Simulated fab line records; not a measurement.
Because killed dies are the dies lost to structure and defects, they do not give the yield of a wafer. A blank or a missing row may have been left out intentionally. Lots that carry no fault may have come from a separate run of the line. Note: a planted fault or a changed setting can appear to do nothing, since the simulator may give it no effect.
The tool behind it: which one? :: flow sky130 :: Sampling: 11 lots, 33 wafers, 3 of 708 route steps

== WHAT THE GAUGES SHOWED, per wafer ==
SKY_SD_P_TW_MEAS_11.
lot: L273
measured: day 25 23:12
on: film metro-02
SD_P_TW: 2800 2803 2794

lot: L276
measured: day 27 05:47
on: film metro-02
SD_P_TW: 2830 2823 2814

lot: L279
measured: day 28 07:25
on: film metro-02
SD_P_TW: 2814 2809 2802

lot: L280
measured: day 28 11:22
on: film metro-02
SD_P_TW: 2709 2712 2721

lot: L281
measured: day 28 16:11
on: film metro-04
SD_P_TW: 2732 2703 2725

lot: L282
measured: day 28 22:46
on: film metro-04
SD_P_TW: 2723 2724 2717

lot: L288
measured: day 31 08:07
on: film metro-02
SD_P_TW: 2807 2802 2805

lot: L290
measured: day 31 15:44
on: film metro-02
SD_P_TW: 2803 2789 2817

lot: L291
measured: day 32 02:16
on: film metro-02
SD_P_TW: 2811 2827 2806

lot: L292
measured: day 32 07:47
on: film metro-04
SD_P_TW: 2799 2809 2788

lot: L294
measured: day 32 21:32
on: film metro-01
SD_P_TW: 2838 2847 2853

== WHICH TOOL RAN EACH LOT (tool, then ch and the chambers of the sampled wafers, then the start) ==
lot: L273
SKY_SD_P_IMPLANT_09: implanter-01 ch 0, day 25 22:58
SKY_SD_P_STRIP_10: plasma asher-03 ch 0,1, day 25 23:05

lot: L276
SKY_SD_P_IMPLANT_09: implanter-01 ch 0, day 27 05:32
SKY_SD_P_STRIP_10: plasma asher-02 ch 0,1, day 27 05:41

lot: L279
SKY_SD_P_IMPLANT_09: implanter-02 ch 0, day 28 07:11
SKY_SD_P_STRIP_10: plasma asher-01 ch 0,1, day 28 07:19

lot: L280
SKY_SD_P_IMPLANT_09: implanter-01 ch 0, day 28 11:10
SKY_SD_P_STRIP_10: plasma asher-01 ch 0,1, day 28 11:16

lot: L281
SKY_SD_P_IMPLANT_09: implanter-01 ch 0, day 28 15:53
SKY_SD_P_STRIP_10: plasma asher-03 ch 0,1, day 28 16:02

lot: L282
SKY_SD_P_IMPLANT_09: implanter-01 ch 0, day 28 22:32
SKY_SD_P_STRIP_10: plasma asher-03 ch 0,1, day 28 22:40

lot: L288
SKY_SD_P_IMPLANT_09: implanter-01 ch 0, day 31 07:55
SKY_SD_P_STRIP_10: plasma asher-03 ch 0,1, day 31 08:01

lot: L290
SKY_SD_P_IMPLANT_09: implanter-04 ch 0, day 31 15:29
SKY_SD_P_STRIP_10: plasma asher-03 ch 0,1, day 31 15:38

lot: L291
SKY_SD_P_IMPLANT_09: implanter-04 ch 0, day 32 02:02
SKY_SD_P_STRIP_10: plasma asher-03 ch 0,1, day 32 02:10

lot: L292
SKY_SD_P_IMPLANT_09: implanter-01 ch 0, day 32 07:32
SKY_SD_P_STRIP_10: plasma asher-02 ch 0,1, day 32 07:41

lot: L294
SKY_SD_P_IMPLANT_09: implanter-01 ch 0, day 32 21:17
SKY_SD_P_STRIP_10: plasma asher-01 ch 0,1, day 32 21:26
- SKY_SD_P_IMPLANT_09
- SKY_SD_P_STRIP_10: strips in O2/N2.

== THE ANSWER, worked out from the rows above alone ==
Rule: the lots themselves supply what counts as usual. The widest of any qualifying gaps counts: lots, ordered by their means at a reading, are off when they make up no more than a third of the lots, leave a main group of 4 or more, and stand apart from it by 3 or more times the standard deviation of that group's means. A main group whose means are all the same, to the digits that the tables above print for the reading, isn't used. Also off: a lot with no number at a reading for which 4 or more lots have one. Where the step has rows for the other lots, those lots are counted as sound.
Off: at SKY_SD_P_TW_MEAS_11 (SD_P_TW), L280, L281, L282. Mean 2812 and standard deviation 15 in the main group.
A tool fits if, at a process step before that reading, it ran every lot that is off, and no sound lot after the first of them. Gauges at SKY_SD_P_TW_MEAS_11: tried the same way as those tools. None of those tried fits.

== WHAT THE SIMULATOR PUT IN ==
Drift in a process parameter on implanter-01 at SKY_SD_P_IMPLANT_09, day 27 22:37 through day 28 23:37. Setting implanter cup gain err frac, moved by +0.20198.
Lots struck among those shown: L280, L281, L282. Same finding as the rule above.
